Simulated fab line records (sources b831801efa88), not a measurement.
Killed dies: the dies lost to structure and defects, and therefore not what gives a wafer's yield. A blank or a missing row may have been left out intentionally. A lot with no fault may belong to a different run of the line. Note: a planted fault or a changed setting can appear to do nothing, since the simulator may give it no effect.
fab line records || flow sfq-line
[record] {"lots": 14, "wafers": 42, "last-day": 78}
route steps=325 shown I1@84
lots with no fault: from the same line, run without faults
start-h: the number of hours between the record's first day and the start of the first shown wafer of the lot || wait-h: hours from the lot's prior step to this one || " same as the row above || L1.1+2: a single row standing in for several wafers || - value missing, or start not given || * or withheld: withheld || < > ~ a bound
route shown NAME@n: names a module that has steps shown in the file, with the first one's number in the route || usual: mean/standard deviation taken from wafers without a fault || same: alike in all rows || chamber/n: place in a boat || sites: per-site readings || _std_site: the standard deviation of these || _edge_site: mean of outer sites minus mean of inner sites || radius-mm: for every site, how far away it sits from the centre of the wafer || mask NAME#n: copy n || behind: tool/chamber where the wafer was last shaped || hold: the reason the lot was held/the length of the hold in hours/how it ended || device: whichever transistor did not switch (one of n, p or np) || end of line: tests of these same wafers at the route's end || a step without rows: its recipe alone || killed: dies lost to structure and defects at the first sort, not the wafer's yield || map: shows each die of a wafer: x if killed, . if not, _ if none is there
set.NAME: the run value of the setting; set.NAME@STEP: its run value at that earlier step || model.NAME: the simulator's own value behind a step, which no gauge read
a sample of lots followed through the steps of the route, with each step as a table and each wafer as a row
services: when a tool's chamber went out of use (start-h, in hours from the record's first day, below 0 if earlier), for how many hours, and the reason
[[steps]]
[step SFQ_TRILAYER_I1_VIA_BARC_OPEN_VIA_ETCH_071]
[recipe] {"mask-material": "PR", "chemistry": "O2", "target-depth-nm": 125, "target": "BARC", "source-w": 500, "bias-w": 80, "pressure-mtorr": 30, "time-s": 41.7}
[usual] {"drypump-motor-current-A": "6.0/0.53", "oes-product-au": "0.685/0.0048", "run-length-s": "70.0/0.41"}
{"lot.wafer": "L217.2", "tool": "rie-diel-03", "chamber": 2, "start-h": 382.34, "wait-h": 0.0, "drypump-motor-current-A": 6.2, "oes-product-au": 0.688, "rf-hours-counter-h": 113, "run-length-s": 69.3}
{"lot.wafer": "L217.3", "tool": "rie-diel-03", "chamber": 0, "start-h": 382.34, "wait-h": 0.0, "drypump-motor-current-A": 6.3, "oes-product-au": 0.681, "rf-hours-counter-h": 7, "run-length-s": 69.6}
{"lot.wafer": "L217.6", "tool": "rie-diel-03", "chamber": 2, "start-h": 382.34, "wait-h": 0.0, "drypump-motor-current-A": 6.3, "oes-product-au": 0.682, "rf-hours-counter-h": "-", "run-length-s": 69.6}
{"lot.wafer": "L218.2", "tool": "rie-diel-03", "chamber": 2, "start-h": 397.74, "wait-h": 0.0, "drypump-motor-current-A": 6.2, "oes-product-au": 0.678, "rf-hours-counter-h": 114, "run-length-s": 69.5}
{"lot.wafer": "L218.3", "tool": "rie-diel-03", "chamber": 1, "start-h": 397.74, "wait-h": 0.0, "drypump-motor-current-A": 6.4, "oes-product-au": 0.681, "rf-hours-counter-h": 44, "run-length-s": 70.3}
{"lot.wafer": "L218.6", "tool": "rie-diel-03", "chamber": 2, "start-h": 397.74, "wait-h": 0.0, "drypump-motor-current-A": 6.3, "oes-product-au": 0.674, "rf-hours-counter-h": "-", "run-length-s": 69.3}
{"lot.wafer": "L221.1", "tool": "rie-diel-04", "chamber": 1, "start-h": 438.09, "wait-h": 0.0, "drypump-motor-current-A": 5.7, "oes-product-au": 0.685, "rf-hours-counter-h": 102, "run-length-s": 70.9}
{"lot.wafer": "L221.3", "tool": "rie-diel-04", "chamber": 0, "start-h": 438.09, "wait-h": 0.0, "drypump-motor-current-A": 6.2, "oes-product-au": 0.688, "rf-hours-counter-h": 9, "run-length-s": 70.2}
{"lot.wafer": "L221.6", "tool": "rie-diel-04", "chamber": 1, "start-h": 438.09, "wait-h": 0.0, "drypump-motor-current-A": 5.6, "oes-product-au": 0.689, "rf-hours-counter-h": "-", "run-length-s": 70.0}
{"lot.wafer": "L222.1", "tool": "rie-diel-03", "chamber": 0, "start-h": 442.89, "wait-h": 0.0, "drypump-motor-current-A": 6.3, "oes-product-au": 0.687, "rf-hours-counter-h": 8, "run-length-s": 69.5}
{"lot.wafer": "L222.4", "tool": "rie-diel-03", "chamber": 1, "start-h": 442.89, "wait-h": 0.0, "drypump-motor-current-A": 6.4, "oes-product-au": 0.687, "rf-hours-counter-h": 45, "run-length-s": 70.7}
{"lot.wafer": "L222.5", "tool": "rie-diel-03", "chamber": 0, "start-h": 442.89, "wait-h": 0.0, "drypump-motor-current-A": 6.3, "oes-product-au": 0.686, "rf-hours-counter-h": "-", "run-length-s": 69.5}
{"lot.wafer": "L224.2", "tool": "rie-diel-04", "chamber": 2, "start-h": 464.49, "wait-h": 0.0, "drypump-motor-current-A": 6.7, "oes-product-au": 0.694, "rf-hours-counter-h": 13, "run-length-s": 69.9}
{"lot.wafer": "L224.3", "tool": "rie-diel-04", "chamber": 3, "start-h": 464.49, "wait-h": 0.0, "drypump-motor-current-A": 5.7, "oes-product-au": 0.681, "rf-hours-counter-h": 4, "run-length-s": 70.1}
{"lot.wafer": "L224.4", "tool": "rie-diel-04", "chamber": 0, "start-h": 464.49, "wait-h": 0.0, "drypump-motor-current-A": 6.2, "oes-product-au": 0.682, "rf-hours-counter-h": 9, "run-length-s": 70.5}
{"lot.wafer": "L225.1", "tool": "rie-diel-04", "chamber": 3, "start-h": 469.29, "wait-h": 0.0, "drypump-motor-current-A": 5.7, "oes-product-au": 0.689, "rf-hours-counter-h": 4, "run-length-s": 70.4}
{"lot.wafer": "L225.2", "tool": "rie-diel-04", "chamber": 1, "start-h": 469.29, "wait-h": 0.0, "drypump-motor-current-A": 5.6, "oes-product-au": 0.700, "rf-hours-counter-h": 103, "run-length-s": 70.1}
{"lot.wafer": "L225.6", "tool": "rie-diel-04", "chamber": 2, "start-h": 469.29, "wait-h": 0.0, "drypump-motor-current-A": 6.7, "oes-product-au": 0.689, "rf-hours-counter-h": "-", "run-length-s": 70.3}
{"lot.wafer": "L228.2", "tool": "rie-diel-04", "chamber": 1, "start-h": 487.29, "wait-h": 0.0, "drypump-motor-current-A": 5.7, "oes-product-au": 0.658, "rf-hours-counter-h": 103, "run-length-s": 75.0}
{"lot.wafer": "L228.3", "tool": "rie-diel-04", "chamber": 0, "start-h": 487.29, "wait-h": 0.0, "drypump-motor-current-A": 6.2, "oes-product-au": 0.679, "rf-hours-counter-h": 10, "run-length-s": 70.1}
{"lot.wafer": "L228.6", "tool": "rie-diel-04", "chamber": 0, "start-h": 487.29, "wait-h": 0.0, "drypump-motor-current-A": 6.2, "oes-product-au": 0.685, "rf-hours-counter-h": "-", "run-length-s": 70.7}
{"lot.wafer": "L229.2", "tool": "rie-diel-02", "chamber": 0, "start-h": 489.69, "wait-h": 0.0, "drypump-motor-current-A": 5.6, "oes-product-au": 0.684, "rf-hours-counter-h": 2, "run-length-s": 69.4}
{"lot.wafer": "L229.4", "tool": "rie-diel-02", "chamber": 3, "start-h": 489.69, "wait-h": 0.0, "drypump-motor-current-A": 6.8, "oes-product-au": 0.688, "rf-hours-counter-h": 36, "run-length-s": 69.9}
{"lot.wafer": "L229.6", "tool": "rie-diel-02", "chamber": 3, "start-h": 489.69, "wait-h": 0.0, "drypump-motor-current-A": 6.8, "oes-product-au": 0.684, "rf-hours-counter-h": "-", "run-length-s": 70.1}
{"lot.wafer": "L230.1", "tool": "rie-diel-04", "chamber": 0, "start-h": 500.59, "wait-h": 0.0, "drypump-motor-current-A": 6.2, "oes-product-au": 0.679, "rf-hours-counter-h": 10, "run-length-s": 70.3}
{"lot.wafer": "L230.3", "tool": "rie-diel-04", "chamber": 2, "start-h": 500.59, "wait-h": 0.0, "drypump-motor-current-A": 6.7, "oes-product-au": 0.681, "rf-hours-counter-h": 13, "run-length-s": 70.2}
{"lot.wafer": "L230.4", "tool": "rie-diel-04", "chamber": 3, "start-h": 500.59, "wait-h": 0.0, "drypump-motor-current-A": 5.7, "oes-product-au": 0.657, "rf-hours-counter-h": 5, "run-length-s": 75.2}
{"lot.wafer": "L231.3", "tool": "rie-diel-03", "chamber": 3, "start-h": 511.39, "wait-h": 0.0, "drypump-motor-current-A": 4.9, "oes-product-au": 0.685, "rf-hours-counter-h": 91, "run-length-s": 70.2}
{"lot.wafer": "L231.4", "tool": "rie-diel-03", "chamber": 0, "start-h": 511.39, "wait-h": 0.0, "drypump-motor-current-A": 6.3, "oes-product-au": 0.690, "rf-hours-counter-h": 9, "run-length-s": 69.8}
{"lot.wafer": "L231.6", "tool": "rie-diel-03", "chamber": 2, "start-h": 511.39, "wait-h": 0.0, "drypump-motor-current-A": 6.3, "oes-product-au": 0.693, "rf-hours-counter-h": "-", "run-length-s": 69.5}
{"lot.wafer": "L234.1", "tool": "rie-diel-02", "chamber": 0, "start-h": 535.55, "wait-h": 0.0, "drypump-motor-current-A": 5.6, "oes-product-au": 0.680, "rf-hours-counter-h": 2, "run-length-s": 69.3}
{"lot.wafer": "L234.2", "tool": "rie-diel-02", "chamber": 2, "start-h": 535.55, "wait-h": 0.0, "drypump-motor-current-A": 5.8, "oes-product-au": 0.686, "rf-hours-counter-h": 49, "run-length-s": 69.7}
{"lot.wafer": "L234.4", "tool": "rie-diel-02", "chamber": 1, "start-h": 535.55, "wait-h": 0.0, "drypump-motor-current-A": 5.6, "oes-product-au": 0.685, "rf-hours-counter-h": 10, "run-length-s": 70.7}
{"lot.wafer": "L236.1", "tool": "rie-diel-03", "chamber": 2, "start-h": 558.15, "wait-h": 0.0, "drypump-motor-current-A": 6.3, "oes-product-au": 0.678, "rf-hours-counter-h": 2, "run-length-s": 69.3}
{"lot.wafer": "L236.3", "tool": "rie-diel-03", "chamber": 0, "start-h": 558.15, "wait-h": 0.0, "drypump-motor-current-A": 6.3, "oes-product-au": 0.689, "rf-hours-counter-h": 10, "run-length-s": 69.7}
{"lot.wafer": "L236.4", "tool": "rie-diel-03", "chamber": 2, "start-h": 558.15, "wait-h": 0.0, "drypump-motor-current-A": 6.2, "oes-product-au": 0.692, "rf-hours-counter-h": "-", "run-length-s": 69.7}
{"lot.wafer": "L238.3", "tool": "rie-diel-02", "chamber": 2, "start-h": 568.95, "wait-h": 0.0, "drypump-motor-current-A": 5.8, "oes-product-au": 0.689, "rf-hours-counter-h": 50, "run-length-s": 69.8}
{"lot.wafer": "L238.4", "tool": "rie-diel-02", "chamber": 3, "start-h": 568.95, "wait-h": 0.0, "drypump-motor-current-A": 6.8, "oes-product-au": 0.678, "rf-hours-counter-h": 37, "run-length-s": 69.7}
{"lot.wafer": "L238.6", "tool": "rie-diel-02", "chamber": 3, "start-h": 568.95, "wait-h": 0.0, "drypump-motor-current-A": 6.8, "oes-product-au": 0.682, "rf-hours-counter-h": "-", "run-length-s": 70.3}
{"lot.wafer": "L239.3", "tool": "rie-diel-02", "chamber": 0, "start-h": 576.15, "wait-h": 0.0, "drypump-motor-current-A": 5.6, "oes-product-au": 0.681, "rf-hours-counter-h": 3, "run-length-s": 69.4}
{"lot.wafer": "L239.4", "tool": "rie-diel-02", "chamber": 2, "start-h": 576.15, "wait-h": 0.0, "drypump-motor-current-A": 5.8, "oes-product-au": 0.683, "rf-hours-counter-h": 50, "run-length-s": 69.8}
{"lot.wafer": "L239.6", "tool": "rie-diel-02", "chamber": 3, "start-h": 576.15, "wait-h": 0.0, "drypump-motor-current-A": 6.8, "oes-product-au": 0.687, "rf-hours-counter-h": "-", "run-length-s": 69.7}
[[services]]
{"tool": "rie-diel-02", "chamber": 2, "start-h": 401.20, "hours": 1.6, "kind": "repair"}
{"tool": "rie-diel-04", "chamber": 2, "start-h": 410.16, "hours": 2.3, "kind": "repair"}
{"tool": "rie-diel-02", "chamber": 0, "start-h": 413.35, "hours": 8.6, "kind": "repair"}
{"tool": "rie-diel-03", "chamber": 2, "start-h": 418.89, "hours": "-", "kind": "clean"}
{"tool": "rie-diel-03", "chamber": 2, "start-h": 418.89, "hours": 11.4, "kind": "scheduled-down"}
{"tool": "rie-diel-03", "chamber": 2, "start-h": 418.89, "hours": 11.4, "kind": "vent-cycle"}
{"tool": "rie-diel-04", "chamber": 2, "start-h": 424.38, "hours": 11.9, "kind": "repair"}
{"tool": "rie-diel-03", "chamber": 0, "start-h": 447.18, "hours": 4.3, "kind": "repair"}
{"tool": "rie-diel-03", "chamber": 1, "start-h": 451.00, "hours": 3.9, "kind": "repair"}
{"tool": "rie-diel-03", "chamber": "-", "start-h": 499.54, "hours": 4.3, "kind": "pm"}
{"tool": "rie-diel-04", "chamber": 1, "start-h": 503.05, "hours": 5.0, "kind": "repair"}
{"tool": "rie-diel-02", "chamber": "-", "start-h": 505.15, "hours": 2.8, "kind": "pm"}
{"tool": "rie-diel-04", "chamber": 1, "start-h": 508.08, "hours": "-", "kind": "clean"}
{"tool": "rie-diel-04", "chamber": 1, "start-h": 508.08, "hours": 20.9, "kind": "scheduled-down"}
{"tool": "rie-diel-04", "chamber": 1, "start-h": 508.08, "hours": 20.9, "kind": "vent-cycle"}
{"tool": "rie-diel-03", "chamber": 0, "start-h": 518.97, "hours": 8.1, "kind": "repair"}
{"tool": "rie-diel-03", "chamber": 3, "start-h": 550.66, "hours": "-", "kind": "clean"}
{"tool": "rie-diel-03", "chamber": 3, "start-h": 550.66, "hours": 12.9, "kind": "scheduled-down"}
{"tool": "rie-diel-03", "chamber": 3, "start-h": 550.66, "hours": 12.9, "kind": "vent-cycle"}
[[key]]
[first-sign] {"step": "SFQ_TRILAYER_I1_VIA_BARC_OPEN_VIA_ETCH_071", "reading": "run-length-s", "direction": "up", "sigmas": 13, "usual": "*", "struck": "*"}
[effect] {"step": "SFQ_TRILAYER_I1_VIA_BARC_OPEN_VIA_ETCH_071", "reading": "oes-product-au", "direction": "down", "sigmas": 5.8, "usual": 0.685, "struck": 0.657}
met-at SFQ_TRILAYER_I1_VIA_BARC_OPEN_VIA_ETCH_071
struck-lots L228,L230
struck-wafers L228.2,L230.4
rows-end L230.4
onset-between 469.29 487.29
[fault] {"kind": "process-parameter-drift", "tool": "rie-diel-04", "chamber": "-", "onset-h": 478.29, "steps": "SFQ_TRILAYER_I1_VIA_BARC_OPEN_VIA_ETCH_071", "channel": "time-s", "offset": "*", "shape": "step", "end-h": 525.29, "scope": "struck-wafers-only", "acts-in": "*", "stated": "*"}
// rows-end: these wafers met a further fault down the route, and their rows from its step on are left out
